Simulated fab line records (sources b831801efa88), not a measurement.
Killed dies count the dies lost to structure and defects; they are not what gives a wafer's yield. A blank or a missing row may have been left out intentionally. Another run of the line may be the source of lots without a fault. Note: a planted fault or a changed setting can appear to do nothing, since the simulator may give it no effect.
Which of the tools did it?    flow sky130    36 wafers sampled from 12 lots at 1 step of a route of 708

## WHAT THE GAUGES READ, wafer by wafer
SKY_LI_CONTACT_RS_MEAS_22: measures by four-point-probe.
lot   measured      on             LI_CONTACT_W_RS (ohm/sq)
L075  day 28 22:23  film_metro-03  0.2651 0.2649 0.2670
L077  day 30 08:38  film_metro-01  0.2691 0.2699 0.2692
L079  day 30 19:19  film_metro-03  0.2661 0.2658 0.2675
L081  day 31 16:41  film_metro-03  0.2685 0.2711 0.2688
L083  day 32 03:01  film_metro-02  0.2688 0.2651 0.2661
L085  day 32 19:51  film_metro-01  0.2677 0.2708 0.2671
L087  day 33 09:50  film_metro-02  0.2676 0.2676 0.2656
L089  day 33 22:13  film_metro-01  0.2642 0.2666 0.2651
L091  day 34 11:10  film_metro-03  0.2695 0.2698 0.2689
L094  day 36 14:41  film_metro-02  0.2630 0.2651 0.2668
L095  day 36 16:35  film_metro-03  0.2716 0.2657 0.2665
L097  day 36 21:13  film_metro-03  0.2672 0.2652 0.2680

## EACH LOT AND THE TOOL THAT RAN IT (in order: tool; ch and the chambers of the sampled wafers; start)
There is no process step in the record ahead of these readings.

## THE ANSWER, worked out from the rows above alone
Rule: what is usual is taken from the lots themselves. The widest of any qualifying gaps counts: lots, ordered by their means at a reading, are off when they make up no more than a third of the lots, leave a main group of 4 or more, and stand apart from it by 3 or more times the standard deviation of that group's means. If all means in a main group match to the digits the tables above print for the reading, that group is not used. Also off: a lot with no number at a reading for which 4 or more lots have one. Any other lot the step has rows for is counted as sound.
Across all readings shown, no lot is off: no conclusion can be drawn from this.

## WHAT THE SIMULATOR HAD INSERTED
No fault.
